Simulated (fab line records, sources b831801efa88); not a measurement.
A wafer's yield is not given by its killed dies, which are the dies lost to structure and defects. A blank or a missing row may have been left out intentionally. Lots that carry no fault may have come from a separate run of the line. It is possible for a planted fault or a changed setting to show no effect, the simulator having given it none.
Chamber matching	flow sky130	SKY_VIA2_CMP_02 on cmp-01: 4 sister chambers
The step polishes SiO2. 22 wafers are shown with their chamber, then 11 later ones without.

## EACH WAFER AND ITS CHAMBER
wafer	chamber	motor current A (A)	head pressure psi (psi)
L234.2	2	15.0	4.016
L234.4	1	12.1	3.989
L234.6	1	11.4	4.003
L235.1	3	10.6	3.997
L235.2	1	12.0	3.992
L235.6	1	12.1	3.991
L236.2	0	12.7	3.999
L236.5	0	13.2	4.012
L236.6	1	12.5	4.008
L237.1	3	10.3	4.011
L237.5	0	12.5	4.012
L237.6	3	10.3	4.001
L238.1	2	14.8	4.009
L238.2	1	11.9	4.014
L238.5	0	12.5	4.009
L239.1	3	10.1	4.007
L239.4	1	12.1	4.004
L239.5	0	13.1	4.001
L240.2	0	12.4	3.982
L240.5	2	13.7	3.987
L240.6	1	11.8	4.004
L243.3	1	11.9	3.991

SIGNATURES (means of the wafers above)
reading	chamber 0	chamber 1	chamber 2	chamber 3	scatter within a chamber
motor current A	12.733	11.978	14.500	10.325	0.363
head pressure psi	4.00250	3.99956	4.00400	4.00400	0.0102
Rule: distance of a wafer from a chamber = root of the sum over the readings of ((wafer's reading minus chamber's mean) / reading's scatter) squared. The wafer belongs to the nearest chamber; if the next one is less than 2 further off, it can't be placed. The scatter is the square root of a quotient: the sum, over the shown wafers, of each reading's squared deviation from its chamber's mean, divided by wafers minus chambers.

## WAFERS WITHOUT THEIR CHAMBER
wafer	motor current A (A)	head pressure psi (psi)
L243.4	12.9	3.988
L243.5	14.3	4.000
L249.1	12.0	3.996
L249.2	12.3	4.022
L249.6	14.1	4.013
L250.2	14.6	3.994
L250.4	12.5	4.015
L250.6	14.6	4.006
L254.4	11.1	4.006
L254.5	13.9	3.988
L254.6	12.0	3.999

## WHICH CHAMBER EACH WENT THROUGH
wafer	from the rows above	in truth
L243.4	can't be placed: 0 or 1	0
L243.5	2	2
L249.1	can't be placed: 1 or 0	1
L249.2	can't be placed: 0 or 1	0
L249.6	2	2
L250.2	2	2
L250.4	can't be placed: 0 or 1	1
L250.6	2	2
L254.4	can't be placed: 3 or 1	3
L254.5	can't be placed: 2 or 0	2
L254.6	can't be placed: 1 or 0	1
Correctly placed: 4 of 11. Not placeable from these rows: 7 (in 7, the candidates include the true chamber). Wrongly placed: 0.
